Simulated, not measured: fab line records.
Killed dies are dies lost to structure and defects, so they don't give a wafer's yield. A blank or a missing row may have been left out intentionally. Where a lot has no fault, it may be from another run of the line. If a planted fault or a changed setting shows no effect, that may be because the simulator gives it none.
Split-lot experiment -- flow sfq line -- 23 wafers read across 5 lots, on a route 325 steps long

== SPLIT DETAILS ==
At SFQ_TRILAYER_M4_LITHO_COAT_098 (resist thk 62 nm), the setting resist thk nm was moved away from the recipe's 62 nm on 7 of the 23 wafers read, by -4.6% to +5.6%. This setting was run at the recipe's value on the other wafers.

== FROM THE SPLIT TO THE READING: what the file shows between them, 3 steps ==
- SFQ_TRILAYER_M4_LITHO_COAT_093: resist thk 600 nm
- SFQ_TRILAYER_M4_LITHO_SOFTBAKE_097
- SFQ_TRILAYER_M4_LITHO_DEVELOP_095: time 60 s

== THE READING ==
oes product au, in a.u., at SFQ_TRILAYER_M4_BARC_OPEN_METAL_ETCH_123 (etches BARC in O2, target depth 125 nm, time 41.7 s). On this fab line, fault-free wafers typically give 0.684 a.u. with a standard deviation of 0.0048 a.u.

wafer,"tool, chamber at the split","resist thk nm as run, nm",against the recipe,"oes product au, a.u.",against lot-mates on the recipe
L074.4,"litho track-04, 0",62,recipe,0.681,-
L074.5,"litho track-04, 0",62,recipe,0.680,-
L074.6,"litho track-04, 0",62,recipe,0.688,-
L076.1,"litho track-03, 0",59.15,-4.6%,0.668,-0.018
L076.2,"litho track-03, 0",59.15,-4.6%,0.668,-0.018
L076.3,"litho track-03, 0",62,recipe,0.684,-
L076.4,"litho track-03, 0",62,recipe,0.691,-
L076.6,"litho track-03, 0",62,recipe,0.683,-
L080.1,"litho track-02, 0",62,recipe,0.690,-
L080.2,"litho track-02, 0",59.76,-3.6%,0.670,-0.018
L080.4,"litho track-02, 0",59.76,-3.6%,0.671,-0.017
L080.5,"litho track-02, 0",62,recipe,0.683,-
L080.6,"litho track-02, 0",62,recipe,0.690,-
L084.2,"litho track-04, 0",65.48,+5.6%,0.697,+0.012
L084.3,"litho track-04, 0",62,recipe,0.684,-
L084.4,"litho track-04, 0",62,recipe,0.686,-
L084.5,"litho track-04, 0",65.48,+5.6%,0.699,+0.014
L084.6,"litho track-04, 0",65.48,+5.6%,0.697,+0.012
L085.1,"litho track-04, 0",62,recipe,0.685,-
L085.2,"litho track-04, 0",62,recipe,0.680,-
L085.3,"litho track-04, 0",62,recipe,0.685,-
L085.5,"litho track-04, 0",62,recipe,0.683,-
L085.6,"litho track-04, 0",62,recipe,0.687,-

FIT RESULTS
A straight line over all 23 wafers: oes product au changes by +0.00292 a.u. for each +1% of resist thk nm; r = +0.92; the points scatter about the line by 0.0035 a.u.
The same after taking each lot's own level away (the mean of its wafers on the recipe; 23 wafers): +0.00309 a.u. for each +1%; r = +0.93; scatter 0.0035 a.u.
On that fit, the largest move of resist thk nm shifts the reading by 0.017 a.u.
Measured against the standard deviation above, the lots' own levels, which go from 0.6830 to 0.6877 a.u., span 1.0 times it.
The two slopes agree, so the slope changes little with the lot-to-lot level.
Check: for one of the wafers moved furthest among these (+5.6%), held out of the fit, the line's prediction against its lot-mates is +0.0171 a.u. Against them it came out at +0.012 a.u.

== THE OTHER SPLITS THESE WAFERS WENT THROUGH ==
Other splits were also applied to these wafers ahead of the reading. Each is held against what the fit with the lots' levels taken away leaves over:
other split on the same wafers,wafers away from the commonest value,r with oes product au (lot level and that fit taken away)
SFQ_TRILAYER_I1_VIA_BARC_OPEN_VIA_ETCH_071 time s,6,-0.19
SFQ_TRILAYER_M2_LITHO_COAT_057 spin rpm,5,+0.02
SFQ_TRILAYER_I2_DEP_PECVD_063 time s,5,-0.05
SFQ_TRILAYER_I2_VIA_LITHO_COAT_067 spin rpm,7,+0.13
SFQ_TRILAYER_I2_VIA_BARC_OPEN_VIA_ETCH_096 source w,11,+0.30
SFQ_TRILAYER_M3_ETCH_METAL_ETCH_078 icp w,8,+0.34
SFQ_TRILAYER_I3_DEP_PECVD_081 time s,10,+0.13
SFQ_TRILAYER_I3_VIA_LITHO_PEB_088 peb time s,7,-0.18
SFQ_TRILAYER_I3_VIA_BARC_OPEN_VIA_ETCH_121 source w,10,+0.08

== THE WHOLE CHAIN: every reading that the file lists as answering this split, in the file's order ==
step,what it does,reading,change (the file's fit),r (the file's)
SFQ_TRILAYER_M4_LITHO_COAT_098,resist thk 62 nm,"BARC_of_TRILAYER_M4_LITHO_COAT_098.thk nm (the simulator's own value, which no gauge read)",+0.631 nm for each +1% of the setting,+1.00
SFQ_TRILAYER_M4_BARC_OPEN_METAL_ETCH_123,"etches BARC in O2, target depth 125 nm, time 41.7 s",oes product au,+0.00319 a.u. for each +1% of the setting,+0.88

== FILE'S OWN FIT ==
oes product au changes by +0.00319 a.u. for each +1% of resist thk nm, r = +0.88.
